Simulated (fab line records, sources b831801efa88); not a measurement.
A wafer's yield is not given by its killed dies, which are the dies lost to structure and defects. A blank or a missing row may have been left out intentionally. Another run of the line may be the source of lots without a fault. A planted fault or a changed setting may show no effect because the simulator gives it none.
Commonality check across tools + flow gf180mcu + 39 wafers sampled across 13 lots

## WHY THIS WAS OPENED
On 2 of the 13 lots, a flag is raised at GF_SAB_CD_MEAS_09 on the reading cd nm. Wafers without a fault read 419.4 nm, standard deviation 2.6.
Rule: flag the lot when none of its wafers has a number, or when each of its wafers that has one lies beyond 4 standard deviations from that mean. As for the other lots, they are considered sound.

| lot  | measured     | on        | cd nm (nm), wafer by wafer | flag    |
|------|--------------|-----------|----------------------------|---------|
| L770 | day 15 06:02 | cd sem-02 | 415.5 414.2 413.5          |         |
| L771 | day 15 19:53 | cd sem-02 | 421.0 419.6 419.8          |         |
| L772 | day 16 05:31 | cd sem-02 | 413.3 415.0 415.1          |         |
| L773 | day 16 16:48 | cd sem-01 | 416.4 416.3 416.5          |         |
| L776 | day 17 16:53 | cd sem-02 | 417.3 419.0 416.3          |         |
| L777 | day 18 03:52 | cd sem-01 | 417.7 416.1 418.4          |         |
| L782 | day 20 01:20 | cd sem-02 | 493.8 494.0 494.3          | FLAGGED |
| L783 | day 20 04:43 | cd sem-01 | 495.5 496.8 496.2          | FLAGGED |
| L786 | day 21 05:32 | cd sem-02 | 419.9 416.7 420.6          |         |
| L788 | day 21 19:52 | cd sem-02 | 415.1 416.8 417.3          |         |
| L789 | day 22 05:57 | cd sem-01 | 424.3 424.8 422.5          |         |
| L790 | day 22 17:44 | cd sem-02 | 421.5 420.5 418.0          |         |
| L791 | day 22 23:58 | cd sem-02 | 420.0 421.8 417.6          |         |
The mean of the flagged lots' numbers is 495.1 nm, +75.7 nm from the usual (+29 standard deviations).

## EACH LOT AND THE TOOL IT RAN ON
The record holds 1 process step before the reading, out of a route of 602 steps. In each cell: the tool, then ch and the chambers that the sampled wafers went through, then the start.
| lot  | flag    | GF_SAB_EXPOSE_06                    |
|------|---------|-------------------------------------|
| L770 |         | iline stepper-01 ch 0, day 14 20:12 |
| L771 |         | iline stepper-02 ch 0, day 15 08:40 |
| L772 |         | iline stepper-02 ch 0, day 15 18:43 |
| L773 |         | iline stepper-02 ch 0, day 16 05:39 |
| L776 |         | iline stepper-02 ch 0, day 17 05:05 |
| L777 |         | iline stepper-01 ch 0, day 17 16:16 |
| L782 | FLAGGED | iline stepper-01 ch 0, day 19 13:41 |
| L783 | FLAGGED | iline stepper-01 ch 0, day 19 17:07 |
| L786 |         | iline stepper-02 ch 0, day 20 17:03 |
| L788 |         | iline stepper-02 ch 0, day 21 08:17 |
| L789 |         | iline stepper-02 ch 0, day 21 17:55 |
| L790 |         | iline stepper-02 ch 0, day 22 06:29 |
| L791 |         | iline stepper-02 ch 0, day 22 12:22 |
These steps, and what they do:
- GF_SAB_EXPOSE_06: exposes mask SAB, target cd 420 nm.
- GF_SAB_CD_MEAS_09: target cd 420 nm.

## FLAGGED AGAINST TOTAL, ONE TOOL AT A TIME (gauges that did the reading follow at the end)
| step              | tool             | lots run | flagged | share of the flagged lots | sound lots run after its first flagged lot |
|-------------------|------------------|----------|---------|---------------------------|--------------------------------------------|
| GF_SAB_EXPOSE_06  | iline stepper-01 | 4        | 2       | all                       | 0                                          |
| GF_SAB_EXPOSE_06  | iline stepper-02 | 9        | 0       | none                      | -                                          |
| GF_SAB_CD_MEAS_09 | cd sem-01        | 4        | 1       | some                      | 1 (L789)                                   |
| GF_SAB_CD_MEAS_09 | cd sem-02        | 9        | 1       | some                      | 4 (L786,L788,L790,L791)                    |

## WHAT THE TABLE ALLOWS
All flagged lots share 1 row of the table, namely iline stepper-01 at GF_SAB_EXPOSE_06.
- iline stepper-01 at GF_SAB_EXPOSE_06 ran 4 lots, 2 of them flagged. It ran its last sound lot, L777, at day 17 16:16 and its first flagged lot, L782, at day 19 13:41: a fault with its onset between the two fits. Its own readings lie more than 4 standard deviations out on every wafer of the flagged lots: exposure dose mJ cm2.
What remains is a single tool, iline stepper-01 at GF_SAB_EXPOSE_06.

## WHAT THE SIMULATOR HAD INSERTED
Process parameters drifting: iline stepper-01 at GF_SAB_EXPOSE_06, beginning at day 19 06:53. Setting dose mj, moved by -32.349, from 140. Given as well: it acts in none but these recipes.
Shown lots that were struck: L782, L783. The same result came from the rule above.
